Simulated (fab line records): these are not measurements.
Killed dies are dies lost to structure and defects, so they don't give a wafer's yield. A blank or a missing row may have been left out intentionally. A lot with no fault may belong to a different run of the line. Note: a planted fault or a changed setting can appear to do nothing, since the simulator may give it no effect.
One fault seen from 2 desks + flow gf180mcu + numbers are kept per desk, each desk with only its own; the story behind them comes last

## FOR THE TOOL OWNER'S DESK: pvd-sputter-03
The tool's own readings at GF_M4_SPUTTER_00 (material Ti, target thk 37.5 nm, time 150 s): means of the sampled wafers that have a number, for each lot that ran on this tool. If a lot's mean is further than 4 standard deviations from the usual mean, the lot is out of limits and carries the mark OUT (the distance appears in the brackets).
Columns: A = cathode-dc-power-W at GF_M4_SPUTTER_00, usual 4000.0 W; B = throttle-valve-pct at GF_M4_SPUTTER_00, usual 30.0 %
| lot  | first seen here | A      | B    |
|------|-----------------|--------|------|
| L374 | day 23 09:37    | 4000.0 | 30.1 |
| L375 | day 23 16:55    | 4000.1 | 29.7 |
| L378 | day 24 08:22    | 4000.4 | 30.3 |
| L379 | day 24 15:40    | 3999.8 | 30.2 |
| L380 | day 25 03:35    | 3999.4 | 29.5 |
| L387 | day 27 08:50    | 3999.6 | 29.9 |
This desk found nothing out of limits on any of the 6 lots.

## FROM THE METROLOGY DESK
What the gauges read for every lot (on any tool): the sampled wafers with a number, averaged. If a lot's mean is further than 4 standard deviations from the usual mean, the lot is out of limits and carries the mark OUT (the distance appears in the brackets).
Columns: A = cd-nm at GF_V5_CD_MEAS_14, usual 260.4 nm; B = V5_OVL at GF_V5_OVL_MEAS_15, usual 0 nm
| lot  | first seen here | A     | B  |
|------|-----------------|-------|----|
| L373 | day 26 20:43    | 261.7 | 0  |
| L374 | day 28 01:04    | 262.6 | -9 |
| L375 | day 28 06:52    | 258.3 | 2  |
| L377 | day 28 16:35    | 261.9 | 1  |
| L378 | day 28 20:25    | 261.2 | 1  |
| L379 | day 29 02:31    | 260.2 | 2  |
| L380 | day 29 14:16    | 259.7 | -7 |
| L381 | day 30 06:20    | 259.4 | -2 |
| L384 | day 30 16:28    | 258.1 | 5  |
| L387 | day 31 11:40    | 261.3 | 9  |
| L388 | day 31 19:39    | 261.8 | -3 |
| L390 | day 32 07:58    | 259.9 | 10 |
| L392 | day 32 21:02    | 262.2 | -9 |
This desk found nothing out of limits on any of the 13 lots.

## PUT TOGETHER
The tool owner's desk saw nothing out of limits.
From the metrology desk's view, nothing was out of limits.

## WHAT WAS PUT IN BY THE SIMULATOR
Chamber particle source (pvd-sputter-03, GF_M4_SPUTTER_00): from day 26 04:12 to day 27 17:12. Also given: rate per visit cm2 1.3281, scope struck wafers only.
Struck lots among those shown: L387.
